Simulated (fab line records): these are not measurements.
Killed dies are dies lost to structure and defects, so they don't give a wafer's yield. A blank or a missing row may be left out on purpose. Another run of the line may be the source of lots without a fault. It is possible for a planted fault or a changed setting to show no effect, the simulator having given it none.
Which tool did it? :: flow sky130 :: 14 lots, 42 wafers sampled, at 3 steps of a route of 708

== WHAT THE GAUGES SHOWED, per wafer ==
SKY_VT_ADJUST_PCH_TW_MEAS_10. Usual: VT_ADJUST_PCH_TW typically reads 143.1, with standard deviation 0.61.
lot: L359
measured: day 10 11:19
on: film-metro-03
VT_ADJUST_PCH_TW: 143.2 142.8 142.5
flag: 

lot: L360
measured: day 10 15:11
on: film-metro-03
VT_ADJUST_PCH_TW: 142.4 143.3 142.3
flag: 

lot: L361
measured: day 11 03:58
on: film-metro-03
VT_ADJUST_PCH_TW: 142.3 142.7 141.8
flag: 

lot: L362
measured: day 11 10:27
on: film-metro-02
VT_ADJUST_PCH_TW: 144.2 143.0 143.5
flag: 

lot: L363
measured: day 11 16:24
on: film-metro-02
VT_ADJUST_PCH_TW: 144.4 144.3 143.9
flag: 

lot: L364
measured: day 11 23:28
on: film-metro-03
VT_ADJUST_PCH_TW: 142.5 141.4 141.8
flag: 

lot: L366
measured: day 12 20:20
on: film-metro-03
VT_ADJUST_PCH_TW: 142.5 142.2 142.2
flag: 

lot: L367
measured: day 12 23:55
on: film-metro-02
VT_ADJUST_PCH_TW: 142.6 143.3 143.0
flag: 

lot: L370
measured: day 13 19:14
on: film-metro-02
VT_ADJUST_PCH_TW: 142.8 143.2 143.5
flag: 

lot: L371
measured: day 14 02:57
on: film-metro-03
VT_ADJUST_PCH_TW: 142.2 142.1 142.2
flag: 

lot: L372
measured: day 14 10:08
on: film-metro-02
VT_ADJUST_PCH_TW: 143.5 143.0 143.5
flag: 

lot: L376
measured: day 15 17:16
on: film-metro-02
VT_ADJUST_PCH_TW: 142.8 143.7 142.1
flag: 

lot: L381
measured: day 17 15:56
on: film-metro-03
VT_ADJUST_PCH_TW: 142.9 143.9 143.1
flag: 

lot: L382
measured: day 17 20:10
on: film-metro-03
VT_ADJUST_PCH_TW: 142.9 143.6 143.2
flag: 

SKY_POLY_GATE_OVL_MEAS_14. Usual: POLY_GATE_OVL typically reads 1 nm, with standard deviation 4.2.
lot: L359
measured: day 16 14:21
on: overlay-01
POLY_GATE_OVL (nm): -8 0 6
flag: 

lot: L360
measured: day 16 19:52
on: overlay-01
POLY_GATE_OVL (nm): -9 -4 -3
flag: 

lot: L361
measured: day 17 06:09
on: overlay-02
POLY_GATE_OVL (nm): 1 -6 -7
flag: 

lot: L362
measured: day 17 15:07
on: overlay-01
POLY_GATE_OVL (nm): 7 2 4
flag: 

lot: L363
measured: day 17 20:22
on: overlay-02
POLY_GATE_OVL (nm): 2 1 1
flag: 

lot: L364
measured: day 18 04:13
on: overlay-01
POLY_GATE_OVL (nm): 0 1 0
flag: 

lot: L366
measured: day 19 19:28
on: overlay-02
POLY_GATE_OVL (nm): -3 1 0
flag: 

lot: L367
measured: day 19 19:43
on: overlay-01
POLY_GATE_OVL (nm): 13 1 0
flag: 

lot: L370
measured: day 20 08:10
on: overlay-02
POLY_GATE_OVL (nm): 3 -3 1
flag: 

lot: L371
measured: day 20 18:58
on: overlay-02
POLY_GATE_OVL (nm): 0 2 -3
flag: 

lot: L372
measured: day 21 02:13
on: overlay-01
POLY_GATE_OVL (nm): 5 1 0
flag: 

lot: L376
measured: day 22 14:37
on: overlay-01
POLY_GATE_OVL (nm): -2 2 4
flag: 

lot: L381
measured: day 24 14:04
on: overlay-02
POLY_GATE_OVL (nm): -6 -2 -5
flag: 

lot: L382
measured: day 24 17:03
on: overlay-02
POLY_GATE_OVL (nm): 6 6 5
flag: 

== WHICH TOOL RAN EACH LOT (tool, then ch and the chambers of the sampled wafers, then the start) ==
lot: L359
SKY_VT_ADJUST_PCH_STRIP_09: plasma-asher-03 ch 0, day 10 11:13

lot: L360
SKY_VT_ADJUST_PCH_STRIP_09: plasma-asher-04 ch 0,1, day 10 15:04

lot: L361
SKY_VT_ADJUST_PCH_STRIP_09: plasma-asher-03 ch 0,1, day 11 03:52

lot: L362
SKY_VT_ADJUST_PCH_STRIP_09: plasma-asher-03 ch 0,1, day 11 10:20

lot: L363
SKY_VT_ADJUST_PCH_STRIP_09: plasma-asher-03 ch 0,1, day 11 16:19

lot: L364
SKY_VT_ADJUST_PCH_STRIP_09: plasma-asher-03 ch 0,1, day 11 23:22

lot: L366
SKY_VT_ADJUST_PCH_STRIP_09: plasma-asher-03 ch 0,1, day 12 20:16

lot: L367
SKY_VT_ADJUST_PCH_STRIP_09: plasma-asher-04 ch 0,1, day 12 23:49

lot: L370
SKY_VT_ADJUST_PCH_STRIP_09: plasma-asher-03 ch 0,1, day 13 19:08

lot: L371
SKY_VT_ADJUST_PCH_STRIP_09: plasma-asher-02 ch 0,1, day 14 02:52

lot: L372
SKY_VT_ADJUST_PCH_STRIP_09: plasma-asher-02 ch 0,1, day 14 10:02

lot: L376
SKY_VT_ADJUST_PCH_STRIP_09: plasma-asher-02 ch 0,1, day 15 17:10

lot: L381
SKY_VT_ADJUST_PCH_STRIP_09: plasma-asher-03 ch 0,1, day 17 15:49

lot: L382
SKY_VT_ADJUST_PCH_STRIP_09: plasma-asher-03 ch 0,1, day 17 20:04
- SKY_VT_ADJUST_PCH_STRIP_09: strips in O2/N2.

== AS READ BY THE TOOLS THEMSELVES (means over the sampled wafers that have a number; for cases with no such wafer, the mark the record gives instead) ==
SKY_VT_ADJUST_PCH_STRIP_09. Usual: drypump-motor-current-A 5.9 A, standard deviation 0.5; oes-product-au 0.722 a.u., standard deviation 0.0045; strip-time-to-endpoint-s 36.85 s, standard deviation 0.1.
lot: L359
tool: plasma-asher-03
drypump-motor-current-A (A): 5.2
oes-product-au (a.u.): 0.721
strip-time-to-endpoint-s (s): 36.84
flag: 

lot: L360
tool: plasma-asher-04
drypump-motor-current-A (A): 6.6
oes-product-au (a.u.): 0.721
strip-time-to-endpoint-s (s): 36.86
flag: 

lot: L361
tool: plasma-asher-03
drypump-motor-current-A (A): 5.6
oes-product-au (a.u.): 0.721
strip-time-to-endpoint-s (s): 36.66
flag: 

lot: L362
tool: plasma-asher-03
drypump-motor-current-A (A): 5.9
oes-product-au (a.u.): 0.720
strip-time-to-endpoint-s (s): 36.94
flag: 

lot: L363
tool: plasma-asher-03
drypump-motor-current-A (A): 5.6
oes-product-au (a.u.): 0.724
strip-time-to-endpoint-s (s): 36.76
flag: 

lot: L364
tool: plasma-asher-03
drypump-motor-current-A (A): 5.9
oes-product-au (a.u.): 0.721
strip-time-to-endpoint-s (s): 36.88
flag: 

lot: L366
tool: plasma-asher-03
drypump-motor-current-A (A): 5.6
oes-product-au (a.u.): 0.722
strip-time-to-endpoint-s (s): 36.85
flag: 

lot: L367
tool: plasma-asher-04
drypump-motor-current-A (A): 6.6
oes-product-au (a.u.): 0.722
strip-time-to-endpoint-s (s): 36.91
flag: 

lot: L370
tool: plasma-asher-03
drypump-motor-current-A (A): 5.6
oes-product-au (a.u.): 0.721
strip-time-to-endpoint-s (s): 36.84
flag: 

lot: L371
tool: plasma-asher-02
drypump-motor-current-A (A): 5.7
oes-product-au (a.u.): 0.723
strip-time-to-endpoint-s (s): 36.95
flag: 

lot: L372
tool: plasma-asher-02
drypump-motor-current-A (A): 5.7
oes-product-au (a.u.): 0.717
strip-time-to-endpoint-s (s): 36.87
flag: 

lot: L376
tool: plasma-asher-02
drypump-motor-current-A (A): 5.7
oes-product-au (a.u.): 0.719
strip-time-to-endpoint-s (s): 36.87
flag: 

lot: L381
tool: plasma-asher-03
drypump-motor-current-A (A): 5.9
oes-product-au (a.u.): 0.722
strip-time-to-endpoint-s (s): 36.78
flag: 

lot: L382
tool: plasma-asher-03
drypump-motor-current-A (A): 5.9
oes-product-au (a.u.): 0.715
strip-time-to-endpoint-s (s): 36.89
flag: 

== THE ANSWER, worked out from the rows above alone ==
Rule: take the mean of a lot's wafers that have a number; if it is more than 3 standard deviations from the usual mean, the lot is off. A lot without any number at a reading at which 4 lots or more have one is off too. Any other lot the step has rows for is counted as sound. The gauges are gone through in route order, then the tools' own readings, and for those a lot's mean is taken as printed above. The first step at which some lot is off is used, and at that step the reading that is off furthest; a lot without a number counts as furthest.
None of the lots is off at any reading shown; this tells nothing.

== WHAT THE SIMULATOR HAD PUT IN ==
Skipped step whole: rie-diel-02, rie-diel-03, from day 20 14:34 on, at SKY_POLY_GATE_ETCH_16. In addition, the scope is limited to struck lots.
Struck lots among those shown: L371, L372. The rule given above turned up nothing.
